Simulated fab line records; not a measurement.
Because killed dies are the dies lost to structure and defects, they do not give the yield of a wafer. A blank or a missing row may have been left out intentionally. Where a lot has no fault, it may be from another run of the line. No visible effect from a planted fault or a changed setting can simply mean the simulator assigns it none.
8D (eight disciplines) problem report, filled in by code	flow sky130	the parts of the form that need people (team, actions taken, sign-off) are left out

1. WHAT WENT WRONG
beam energy keV at SKY_LDD_HVN_IMPLANT_08 reads a mean of 63.777 on 6 wafers of 2 lots; wafers without a fault read 60.004 with a standard deviation of 0.021. That is +99 or more standard deviations from the usual mean.
The first sign was on wafer L867.1 at day 26 01:52, on implanter-03. Wafers with a number at this step in the record: 18, from 6 lots. The rule behind "out" and "out of limits": a value lying over 4 standard deviations away from the usual mean. The rest of the wafers with a number are treated as sound.

2. WHAT IT IS, WHAT IT ISN'T
question	is	is not
which readings at this step	beam energy keV	-
which lots	L867, L868	L862, L866, L870, L874
which wafers of those lots	all that have a number	-
read on which tools	implanter-03	implanter-04
when	from day 26 01:52	up to then (6 sound wafers); but 6 sound wafers of L870, L874 came after

3. WHAT RULES OUT EACH SUSPECT
Counting: a tool at a process step up to the reading stays a suspect if it ran every lot that is out and no sound lot after the first of them.
- plasma asher-01 at SKY_LDD_P_STRIP_10 (strips in O2/N2): kept. It ran every lot that is out, first L867 (day 24 20:46), and no sound lot after that; its last sound lot up to then is L862 (day 23 07:47).
- implanter-03 at SKY_LDD_HVN_IMPLANT_08: kept. It ran every lot that is out, first L867 (day 26 01:52), and no sound lot after that; its last sound lot up to then is L866 (day 25 15:39). On those wafers its own readings are out: beam energy keV.
After counting, plasma asher-01 at SKY_LDD_P_STRIP_10 and implanter-03 at SKY_LDD_HVN_IMPLANT_08 remain.

4. THE CAUSE (what the simulator had put in)
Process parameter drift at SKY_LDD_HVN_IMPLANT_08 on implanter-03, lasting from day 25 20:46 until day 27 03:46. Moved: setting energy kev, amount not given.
Counting left 2 suspects, and this tool is among them.

5. THE CHAIN OF EFFECTS, in route order
Rows list readings where the struck wafers' mean (over those with a number) sits beyond 3 standard deviations from the usual. Scope: only readings with a usual standard deviation given in the record; hours: median across lots of the time from each lot's start at the first step in this table that gives one to its start at this step; sigmas: change in usual standard deviations.
hours	step	reading	usual	on struck wafers	change	sigmas
0	SKY_LDD_HVN_IMPLANT_08	beam energy keV	60.004	63.777	+3.773	+99 or more
Its process steps:
- SKY_LDD_HVN_IMPLANT_08

6. WHAT WOULD HAVE CAUGHT IT SOONER
In this record the first reading out of limits was taken at day 26 01:52, 5 hours after the fault began at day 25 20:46.
